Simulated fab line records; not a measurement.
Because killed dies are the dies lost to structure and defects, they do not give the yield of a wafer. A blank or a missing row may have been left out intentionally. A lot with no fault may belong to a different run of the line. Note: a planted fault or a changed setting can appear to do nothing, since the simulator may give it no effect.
Which tool did it? ; flow sky130 ; 12 lots with 36 wafers sampled at 5 steps, on a route of 708 steps

## WHAT THE GAUGES READ, wafer by wafer
SKY_NWELL_OVL_MEAS_23.
lot;measured;on;NWELL_01_OVL (nm)
L699;day 6 01:05;overlay-01;1.5 0.4 0.8
L700;day 6 07:19;overlay-01;0.5 1.6 -0.3
L701;day 6 15:17;overlay-01;1.7 0.9 0.9
L705;day 7 17:59;overlay-01;1.7 1.2 1.0
L706;day 7 17:05;overlay-02;-0.5 1.2 -0.5
L709;day 8 09:08;overlay-02;2.0 -0.4 0.7
L710;day 8 14:55;overlay-01;1.3 -0.1 0.8
L711;day 9 02:49;overlay-02;2.4 2.0 0.5
L712;day 9 20:23;overlay-01;0.6 1.7 0.1
L716;day 10 20:13;overlay-01;2.2 1.8 0.6
L717;day 10 19:53;overlay-01;1.8 1.2 3.8
L718;day 11 05:25;overlay-02;1.8 3.1 1.7

SKY_VT_ADJUST_LVTN_TW_MEAS_21.
lot;measured;on;VT_ADJUST_LVTN_2_TW
L699;day 8 10:54;film metro-02;191.2 190.5 190.8
L700;day 8 17:01;film metro-01;189.8 188.3 189.5
L701;day 9 03:34;film metro-01;188.3 189.7 189.1
L705;day 10 11:02;film metro-01;188.8 190.2 189.9
L706;day 10 10:26;film metro-01;190.2 190.0 189.9
L709;day 11 04:04;film metro-01;189.8 188.7 189.0
L710;day 11 11:52;film metro-04;185.0 185.0 184.3
L711;day 12 01:36;film metro-01;200.8 200.0 200.7
L712;day 12 21:07;film metro-04;197.3 198.2 196.8
L716;day 13 23:19;film metro-02;193.0 191.7 192.9
L717;day 13 21:59;film metro-02;191.7 192.1 192.3
L718;day 14 09:01;film metro-01;189.4 189.2 190.8

## EACH LOT AND THE TOOL THAT RAN IT (in order: tool; ch and the chambers of the sampled wafers; start)
lot;SKY_FIELD_ISO_CMP_27;SKY_DNWELL_STRIP_08;SKY_VT_ADJUST_LVTN_IMPLANT_19
L699;cmp-02 ch 2,3, day 3 03:55;plasma asher-01 ch 0,1, day 3 21:59;implanter-03 ch 0, day 8 10:39
L700;cmp-02 ch 0,2,3, day 3 07:14;plasma asher-01 ch 0,1, day 4 02:29;implanter-03 ch 0, day 8 16:46
L701;cmp-02 ch 1,2, day 3 14:29;plasma asher-01 ch 0,1, day 4 09:29;implanter-04 ch 0, day 9 03:19
L705;cmp-02 ch 1,2, day 4 14:10;plasma asher-02 ch 0,1, day 5 11:42;implanter-02 ch 0, day 10 10:49
L706;cmp-01 ch 0,3, day 4 14:13;plasma asher-01 ch 0, day 5 11:19;implanter-02 ch 0, day 10 10:12
L709;cmp-01 ch 1,2,3, day 5 04:18;plasma asher-02 ch 0,1, day 6 00:28;implanter-03 ch 0, day 11 03:49
L710;cmp-02 ch 0,2,3, day 5 08:45;plasma asher-01 ch 0,1, day 6 06:07;implanter-03 ch 0, day 11 11:37
L711;cmp-02 ch 0,1, day 5 16:34;plasma asher-04 ch 0,1, day 6 16:29;implanter-03 ch 0, day 12 01:21
L712;cmp-02 ch 1,2,3, day 6 02:19;plasma asher-04 ch 0,1, day 7 05:34;implanter-03 ch 0, day 12 20:52
L716;cmp-02 ch 0,1,3, day 7 03:06;plasma asher-01 ch 0,1, day 8 02:13;implanter-04 ch 0, day 13 23:05
L717;cmp-02 ch 1,2, day 7 03:18;plasma asher-01 ch 0,1, day 8 01:37;implanter-04 ch 0, day 13 21:46
L718;cmp-02 ch 0,1,3, day 7 10:56;plasma asher-01 ch 0,1, day 8 10:38;implanter-02 ch 0, day 14 08:46
- SKY_FIELD_ISO_CMP_27: polishes, stops on Si3N4, t overpolish 16 s, target thk 457.8 nm.
- SKY_DNWELL_STRIP_08: strips in O2/N2.
- SKY_VT_ADJUST_LVTN_IMPLANT_19

## WHAT THE TOOLS THEMSELVES READ (means of the sampled wafers that have a number; where no wafer has one, the mark that the record gives instead)
SKY_FIELD_ISO_CMP_27.
lot;tool;motor current A (A);overpolish run s (s);time to endpoint s (s)
L699;cmp-02;13.9;16.001;110
L700;cmp-02;13.2;16.005;103
L701;cmp-02;13.8;15.999;112
L705;cmp-02;12.7;15.994;119
L706;cmp-01;11.5;16.011;115
L709;cmp-01;11.6;16.006;114
L710;cmp-02;13.0;16.000;108
L711;cmp-02;12.6;16.002;112
L712;cmp-02;13.3;15.995;112
L716;cmp-02;12.4;16.001;109
L717;cmp-02;13.3;15.993;112
L718;cmp-02;12.1;15.991;112

SKY_DNWELL_STRIP_08.
lot;tool;drypump motor current A (A);o2 flow sccm (sccm);oes product au (a.u.);strip time to endpoint s (s)
L699;plasma asher-01;5.1;3004;0.721;36.99
L700;plasma asher-01;5.4;3006;0.722;36.79
L701;plasma asher-01;5.4;2999;0.723;36.78
L705;plasma asher-02;6.0;3001;0.728;36.91
L706;plasma asher-01;5.6;3002;0.721;36.91
L709;plasma asher-02;6.0;2997;0.718;37.04
L710;plasma asher-01;5.1;2994;0.723;36.98
L711;plasma asher-04;5.4;2993;0.722;36.89
L712;plasma asher-04;5.4;2994;0.726;37.00
L716;plasma asher-01;5.4;2997;0.725;36.99
L717;plasma asher-01;5.1;3008;0.722;36.95
L718;plasma asher-01;5.4;3007;0.721;37.00

SKY_VT_ADJUST_LVTN_IMPLANT_19.
lot;tool;dose ions cm2;faraday current uA
L699;implanter-03;6.499e+11;3.61
L700;implanter-03;6.502e+11;3.65
L701;implanter-04;6.501e+11;3.61
L705;implanter-02;6.502e+11;3.70
L706;implanter-02;6.492e+11;3.69
L709;implanter-03;6.497e+11;3.67
L710;implanter-03;6.497e+11;3.66
L711;implanter-03;8.118e+11;4.69
L712;implanter-03;8.128e+11;4.60
L716;implanter-04;6.500e+11;3.66
L717;implanter-04;6.501e+11;3.64
L718;implanter-02;6.513e+11;3.69

## THE ANSWER, worked out from the rows above alone
Rule: the lots themselves supply what counts as usual. Put in order of their means at a reading, lots are off if they are a third of the lots or fewer, leave a main group of 4 or more, and stand apart from it by a gap of 3 or more times the standard deviation of the main group's means; of several such gaps the widest counts. If all means in a main group match to the digits the tables above print for the reading, that group is not used. Also off: a lot with no number at a reading for which 4 or more lots have one. Any other lot the step has rows for is counted as sound. The gauges are gone through in route order, then the tools' own readings, and for those a lot's mean is taken as printed above. The first step at which some lot is off is used, and at that step the reading that is off furthest; a lot without a number counts as furthest.
Off at SKY_VT_ADJUST_LVTN_IMPLANT_19 (dose ions cm2): L711, L712. Mean 6.500e+11 and standard deviation 5.1e+08 in the main group.
A tool fits if, at that step or a process step before it, it ran every lot that is off, and no sound lot after the first of them. 2 tools fit, plasma asher-04 at SKY_DNWELL_STRIP_08 and implanter-03 at SKY_VT_ADJUST_LVTN_IMPLANT_19, so this cannot tell which one it is.

## WHAT THE SIMULATOR HAD PUT IN
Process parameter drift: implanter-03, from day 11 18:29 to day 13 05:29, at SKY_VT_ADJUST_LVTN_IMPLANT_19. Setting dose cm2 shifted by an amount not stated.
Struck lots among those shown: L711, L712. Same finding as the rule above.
